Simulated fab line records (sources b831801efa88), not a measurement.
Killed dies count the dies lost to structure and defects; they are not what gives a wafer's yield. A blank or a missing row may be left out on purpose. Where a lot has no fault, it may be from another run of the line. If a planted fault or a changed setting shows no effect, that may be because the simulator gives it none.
Which tool did it?    flow sky130    11 lots with 32 wafers sampled at 4 steps, on a route of 708 steps

== WHAT EACH GAUGE READ, for each wafer ==
SKY_VIA1_THK_MEAS_01.
lot   measured      on             VIA1_HDPCVD_THK (nm)
L564  day 32 21:42  film metro-01  1029 1034 1031
L565  day 33 17:05  film metro-04  1037 1039 1033
L567  day 33 19:28  film metro-04  1028 1021 1030
L568  day 34 03:48  film metro-04  1009 1007 1011
L572  day 35 22:45  film metro-01  1041 1034 1036
L574  day 36 07:44  film metro-03  1028 1038 1028
L575  day 36 11:44  film metro-01  1041 1053 1042
L576  day 37 00:29  film metro-01  1041 1042 1036
L577  day 37 05:46  film metro-01  1046 788 1033 1045 788 1035
L578  day 37 14:11  film metro-04  784 1053 1035 784 1052 1034
L580  day 38 00:25  film metro-04  767 1030 768 1030

== WHICH TOOL RAN EACH LOT (tool, then ch and the chambers of the sampled wafers, then the start) ==
lot   SKY_SD_N_STRIP_11                     SKY_LI_CONTACT_ETCH_14              SKY_VIA1_HDPCVD_00
L564  plasma asher-04 ch 0,1, day 27 23:14  rie diel-03 ch 2,3, day 29 04:55    hdpcvd-02 ch 0,1,2, day 32 21:37
L565  plasma asher-04 ch 0,1, day 28 18:43  rie diel-04 ch 0,1, day 30 00:31    hdpcvd-01 ch 0,1, day 33 16:54
L567  plasma asher-01 ch 0,1, day 29 00:10  rie diel-01 ch 0,2,3, day 30 05:10  hdpcvd-02 ch 0,1,2, day 33 19:22
L568  plasma asher-01 ch 0,1, day 29 05:41  rie diel-04 ch 1,3, day 30 11:31    hdpcvd-02 ch 0,1,2, day 34 03:40
L572  plasma asher-01 ch 0,1, day 31 04:02  rie diel-04 ch 0,1, day 32 08:58    hdpcvd-02 ch 1,2, day 35 22:37
L574  plasma asher-03 ch 0,1, day 31 13:31  rie diel-03 ch 2,3, day 32 18:46    hdpcvd-02 ch 0,1, day 36 07:38
L575  plasma asher-03 ch 0,1, day 31 18:29  rie diel-04 ch 1,2, day 32 22:46    hdpcvd-01 ch 0,1, day 36 11:37
L576  plasma asher-01 ch 0,1, day 32 06:20  rie diel-04 ch 1,3, day 33 11:12    hdpcvd-01 ch 0,1, day 37 00:22
L577  plasma asher-04 ch 0,1, day 32 12:11  rie diel-03 ch 1,2,3, day 33 16:10  hdpcvd-01 ch 0,1, day 37 05:38
L578  plasma asher-01 ch 0,1, day 32 20:41  rie diel-01 ch 1,2, day 34 01:34    hdpcvd-01 ch 0,1, day 37 14:04
L580  plasma asher-04 ch 0,1, day 33 07:59  rie diel-01 ch 1,2, day 34 11:55    hdpcvd-01 ch 0,1, day 38 00:20
- SKY_SD_N_STRIP_11: strips in O2/N2.
- SKY_LI_CONTACT_ETCH_14: etches BARC in N2/H2, stops on SiO2, time 45.9 s, target depth 60 nm.
- SKY_VIA1_HDPCVD_00: deposits SiO2, target thk 1030 nm, time 171.7 s.

== THE ANSWER, worked out from the rows above alone ==
Rule: what is usual is taken from the lots themselves. The widest of any qualifying gaps counts: lots, ordered by their means at a reading, are off when they make up no more than a third of the lots, leave a main group of 4 or more, and stand apart from it by 3 or more times the standard deviation of that group's means. The tables above print the reading to a certain number of digits; a main group whose means all agree to those digits is not used. Also off: a lot with no number at a reading for which 4 or more lots have one. All remaining lots with rows at the step are treated as sound.
Off: L577, L578, L580, at SKY_VIA1_THK_MEAS_01 (VIA1_HDPCVD_THK). Mean 1032 nm and standard deviation 10 in the main group.
A tool fits if, at a process step before that reading, it ran every lot that is off, and no sound lot after the first of them. Those tools and the gauges at SKY_VIA1_THK_MEAS_01 are tried in the same way. One fits: SKY_VIA1_HDPCVD_00 on hdpcvd-01. A fault onset in the window from L576 (day 37 00:22, its last sound lot) to L577 (day 37 05:38, its first lot off) fits.

== WHAT THE SIMULATOR PUT IN ==
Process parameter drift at SKY_VIA1_HDPCVD_00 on hdpcvd-01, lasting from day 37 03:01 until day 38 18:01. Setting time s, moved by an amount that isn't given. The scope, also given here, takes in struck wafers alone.
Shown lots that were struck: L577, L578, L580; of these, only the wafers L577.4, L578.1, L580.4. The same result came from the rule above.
